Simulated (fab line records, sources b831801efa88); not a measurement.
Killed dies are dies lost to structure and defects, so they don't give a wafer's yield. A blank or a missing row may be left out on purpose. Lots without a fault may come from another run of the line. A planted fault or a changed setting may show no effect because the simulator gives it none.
Which tool did it? | flow sfq_line | 15 lots, 45 wafers sampled, at 4 steps of a route of 325

WHAT THE GAUGES READ, wafer by wafer
SFQ_R5_RS_MEAS_933: measures by four-point-probe. Usual: R5_MONX_RS 7.01 ohm/sq, standard deviation 0.067.
lot  | measured     | on            | R5_MONX_RS (ohm/sq) | flag
L264 | day 50 13:38 | film_metro-03 | 7.12 7.05 7.16      |
L268 | day 58 02:35 | film_metro-03 | 7.02 7.06 6.93      |
L270 | day 64 00:05 | film_metro-04 | 7.03 7.07 6.96      |
L271 | day 64 03:06 | film_metro-03 | 6.90 6.91 6.99      |
L272 | day 64 07:23 | film_metro-04 | 6.99 6.97 7.01      |
L273 | day 64 09:05 | film_metro-03 | 7.07 7.04 6.96      |
L274 | day 64 13:22 | film_metro-04 | 7.04 7.05 7.02      |
L275 | day 64 15:05 | film_metro-04 | 6.87 6.95 6.85      |
L277 | day 64 21:07 | film_metro-04 | 7.05 7.09 7.08      |
L278 | day 64 22:23 | film_metro-03 | 7.01 7.03 7.00      |
L279 | day 65 00:06 | film_metro-02 | 7.00 6.86 6.97      |
L280 | day 65 01:22 | film_metro-04 | 7.05 7.09 7.04      |
L281 | day 65 21:05 | film_metro-03 | 7.04 6.94 7.01      |
L283 | day 66 06:05 | film_metro-03 | 6.92 6.99 7.00      |
L285 | day 77 06:59 | film_metro-03 | 7.09 7.05 6.92      |

WHICH TOOL RAN EACH LOT (tool, then ch and the chambers of the sampled wafers, then the start)
lot  | SFQ_TRILAYER_JJ_CE_METRO_MEASURE_117 | SFQ_TRILAYER_A5B_CMP_CMP_130  | SFQ_TRILAYER_A5B_METRO_MEASURE_131
L264 | cd_sem-02, day 44 20:41              | cmp-01 ch 0,2, day 50 09:19   | film_metro-01, day 50 12:31
L268 | cd_sem-02, day 52 03:53              | cmp-01 ch 0,1,3, day 57 22:16 | film_metro-02, day 58 01:28
L270 | cd_sem-02, day 57 21:50              | cmp-01 ch 0,3, day 63 19:47   | film_metro-04, day 63 22:47
L271 | cd_sem-01, day 58 00:26              | cmp-01 ch 0,1,2, day 63 22:47 | film_metro-04, day 64 01:59
L272 | cd_sem-02, day 58 06:47              | cmp-02 ch 0,1,3, day 64 03:04 | film_metro-01, day 64 06:16
L273 | cd_sem-01, day 58 10:11              | cmp-01 ch 1,2, day 64 04:47   | film_metro-01, day 64 07:47
L274 | cd_sem-02, day 58 15:07              | cmp-02 ch 0,1,2, day 64 09:04 | film_metro-01, day 64 12:04
L275 | cd_sem-01, day 58 17:31              | cmp-01 ch 0,2,3, day 64 10:47 | film_metro-02, day 64 13:47
L277 | cd_sem-01, day 58 22:50              | cmp-01 ch 0,2, day 64 16:47   | film_metro-04, day 64 20:11
L278 | cd_sem-02, day 58 23:50              | cmp-02 ch 0,1,2, day 64 18:34 | film_metro-02, day 64 21:16
L279 | cd_sem-01, day 59 01:02              | cmp-01 ch 0,2, day 64 19:47   | film_metro-04, day 64 22:59
L280 | cd_sem-02, day 59 02:02              | cmp-02 ch 0,1,3, day 64 21:34 | film_metro-01, day 65 00:04
L281 | cd_sem-01, day 60 16:35              | cmp-01 ch 0,2,3, day 65 16:47 | film_metro-02, day 65 19:47
L283 | cd_sem-01, day 61 04:35              | cmp-01 ch 0,1,3, day 66 01:47 | film_metro-01, day 66 04:47
L285 | cd_sem-01, day 73 23:26              | cmp-01 ch 0,1,2, day 77 04:10 | film_metro-02, day 77 06:04
- SFQ_TRILAYER_JJ_CE_METRO_MEASURE_117
- SFQ_TRILAYER_A5B_CMP_CMP_130: polishes, stops on Nb, target thk 340.7 nm.
- SFQ_TRILAYER_A5B_METRO_MEASURE_131

WHAT THE TOOLS THEMSELVES READ (means of the sampled wafers that have a number; where no wafer has one, the mark that the record gives instead)
SFQ_TRILAYER_JJ_CE_METRO_MEASURE_117. Usual: cd_nm 699.8 nm, standard deviation 1.1.
lot  | tool      | cd_nm (nm) | flag
L264 | cd_sem-02 | 699.8      |
L268 | cd_sem-02 | 699.6      |
L270 | cd_sem-02 | 698.9      |
L271 | cd_sem-01 | 700.6      |
L272 | cd_sem-02 | 698.5      |
L273 | cd_sem-01 | 699.1      |
L274 | cd_sem-02 | 699.1      |
L275 | cd_sem-01 | 699.5      |
L277 | cd_sem-01 | 699.3      |
L278 | cd_sem-02 | 700.4      |
L279 | cd_sem-01 | 700.4      |
L280 | cd_sem-02 | 699.4      |
L281 | cd_sem-01 | 701.6      |
L283 | cd_sem-01 | 698.6      |
L285 | cd_sem-01 | 701.7      |

SFQ_TRILAYER_A5B_CMP_CMP_130. Usual: edge_zone_pressure_frac 0.999, standard deviation 0.005; head_pressure_psi 3.000 psi, standard deviation 0.0061; motor_current_A 10.4 A, standard deviation 1.1; slurry_flow_ml_min 150.0, standard deviation 0.47.
lot  | tool   | edge_zone_pressure_frac | head_pressure_psi (psi) | motor_current_A (A) | slurry_flow_ml_min | flag
L264 | cmp-01 | 0.997                   | 3.000                   | 10.2                | 149.4              |
L268 | cmp-01 | 0.994                   | 2.997                   | 11.0                | 149.8              |
L270 | cmp-01 | 1.000                   | 2.999                   | 10.1                | 150.4              |
L271 | cmp-01 | -                       | -                       | -                   | -                  | OFF
L272 | cmp-02 | -                       | -                       | -                   | -                  | OFF
L273 | cmp-01 | -                       | -                       | -                   | -                  | OFF
L274 | cmp-02 | 1.000                   | 3.000                   | 9.9                 | 150.2              |
L275 | cmp-01 | 0.997                   | 3.001                   | 10.8                | 149.7              |
L277 | cmp-01 | 0.996                   | 3.002                   | 10.6                | 150.1              |
L278 | cmp-02 | 1.001                   | 3.001                   | 10.0                | 149.7              |
L279 | cmp-01 | 0.999                   | 3.002                   | 10.6                | 149.6              |
L280 | cmp-02 | 1.002                   | 3.001                   | 9.1                 | 149.3              |
L281 | cmp-01 | 1.005                   | 2.998                   | 10.6                | 150.0              |
L283 | cmp-01 | 1.000                   | 2.994                   | 10.8                | 149.9              |
L285 | cmp-01 | 0.994                   | 2.994                   | 10.7                | 149.3              |

SFQ_TRILAYER_A5B_METRO_MEASURE_131. Usual: thk_nm 340 nm, standard deviation 5.2.
lot  | tool          | thk_nm (nm) | flag
L264 | film_metro-01 | 346         |
L268 | film_metro-02 | 343         |
L270 | film_metro-04 | 343         |
L271 | film_metro-04 | 601         | OFF
L272 | film_metro-01 | 602         | OFF
L273 | film_metro-01 | 600         | OFF
L274 | film_metro-01 | 343         |
L275 | film_metro-02 | 339         |
L277 | film_metro-04 | 343         |
L278 | film_metro-02 | 336         |
L279 | film_metro-04 | 340         |
L280 | film_metro-01 | 332         |
L281 | film_metro-02 | 341         |
L283 | film_metro-01 | 340         |
L285 | film_metro-02 | 337         |

THE ANSWER, worked out from the rows above alone
Rule: a lot is off if the mean of its wafers that have a number lies more than 3 standard deviations from the usual mean. A lot without any number at a reading at which 4 lots or more have one is off too. The other lots that the step has rows for count as sound. The gauges are gone through in route order, then the tools' own readings, and for those a lot's mean is taken as printed above. The first step at which some lot is off is used, and at that step the reading that is off furthest; a lot without a number counts as furthest.
Off: L271, L272, L273, at SFQ_TRILAYER_A5B_CMP_CMP_130 (edge_zone_pressure_frac). Without a number there: L271, L272, L273.
A tool fits if, at that step or a process step before it, it ran every lot that is off, and no sound lot after the first of them. None of those tried fits.

WHAT THE SIMULATOR HAD PUT IN
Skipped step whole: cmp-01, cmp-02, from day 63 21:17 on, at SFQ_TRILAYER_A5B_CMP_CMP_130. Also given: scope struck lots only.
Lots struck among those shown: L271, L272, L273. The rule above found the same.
